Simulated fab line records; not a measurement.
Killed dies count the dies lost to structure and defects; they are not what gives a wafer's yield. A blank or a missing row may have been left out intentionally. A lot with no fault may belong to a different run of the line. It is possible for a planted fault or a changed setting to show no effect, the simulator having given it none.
Split-lot experiment -- flow gf180mcu -- 5 lots, 23 wafers read, on a route of 602 steps

THE SPLIT
At GF_NWELL_IMPLANT_08, the setting energy kev was moved away from the recipe's 450 on 6 of the 23 wafers read, by -8.5% to -3.0%. For the rest of the wafers, this setting stayed at what the recipe calls for.

The split's own step is where the reading is taken.

THE READING
implant.drp nm (the simulator's own value, which no gauge read), in nm, at GF_NWELL_IMPLANT_08. No usual value for it is given in the file.

wafer,"tool, chamber at the split",energy kev as run,against the recipe,"implant.drp nm, nm",against lot-mates on the recipe
L075.1,"implanter-03, 0",450,recipe,123.9,-
L075.4,"implanter-03, 0",450,recipe,123.9,-
L075.6,"implanter-03, 0",450,recipe,123.9,-
L077.1,"implanter-03, 0",450,recipe,123.9,-
L077.2,"implanter-03, 0",450,recipe,123.9,-
L077.3,"implanter-03, 0",450,recipe,123.9,-
L077.5,"implanter-03, 0",436.4,-3.0%,122,-1.9
L077.6,"implanter-03, 0",436.4,-3.0%,122,-1.9
L078.1,"implanter-02, 0",450,recipe,123.9,-
L078.2,"implanter-02, 0",450,recipe,123.9,-
L078.4,"implanter-02, 0",450,recipe,123.9,-
L078.3,"implanter-02, 0",436.1,-3.1%,122,-1.9
L078.6,"implanter-02, 0",436.1,-3.1%,122,-1.9
L079.1,"implanter-03, 0",450,recipe,123.9,-
L079.2,"implanter-03, 0",450,recipe,123.9,-
L079.3,"implanter-03, 0",450,recipe,123.9,-
L079.4,"implanter-03, 0",450,recipe,123.9,-
L079.5,"implanter-03, 0",450,recipe,123.9,-
L083.2,"implanter-01, 0",411.6,-8.5%,118.6,-5.3
L083.5,"implanter-01, 0",411.6,-8.5%,118.6,-5.3
L083.3,"implanter-01, 0",450,recipe,123.9,-
L083.4,"implanter-01, 0",450,recipe,123.9,-
L083.6,"implanter-01, 0",450,recipe,123.9,-

THE FIT
A straight line over all 23 wafers: implant.drp nm changes by +0.621 nm for each +1% of energy kev; r = +1.00; the points scatter about the line by 0.0091 nm.
The same after taking each lot's own level away (the mean of its wafers on the recipe; 23 wafers): +0.621 nm for each +1%; r = +1.00; scatter 0.0091 nm.
According to that fit, moving energy kev by its largest amount changes the reading by 5.3 nm.
The lots' own levels span 123.90 to 123.90 nm.
So the lot-to-lot level changes the slope little: the two slopes agree.
Check: -5.3 nm against its lot-mates is what the line predicts for one of the wafers moved furthest among these (-8.5%) when that wafer is left out of the fit. Against them it came out at -5.3 nm.

OTHER SPLITS APPLIED TO THESE WAFERS
These wafers also went through other splits before the reading. Each is held against what the fit with the lots' levels taken away leaves over:
other split on the same wafers,wafers away from the commonest value,r with implant.drp nm (lot level and that fit taken away)
GF_STI_CVD_03 temp c,15,+0.55
GF_STI_ETCH_13 bias w,8,-0.11
GF_NWELL_EXPOSE_04 dose mj,5,+0.46

THE WHOLE CHAIN: every reading that the file lists as answering this split, in the file's order
step,what it does,reading,change (the file's fit),r (the file's)
GF_NWELL_IMPLANT_08,,"implant.rp nm (the simulator's own value, which no gauge read)",+4.98 nm for each +1% of the setting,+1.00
GF_NWELL_IMPLANT_08,,"implant.drp nm (the simulator's own value, which no gauge read)",+0.613 nm for each +1% of the setting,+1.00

FILE'S OWN FIT
implant.drp nm changes by +0.613 nm for each +1% of energy kev, r = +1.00.
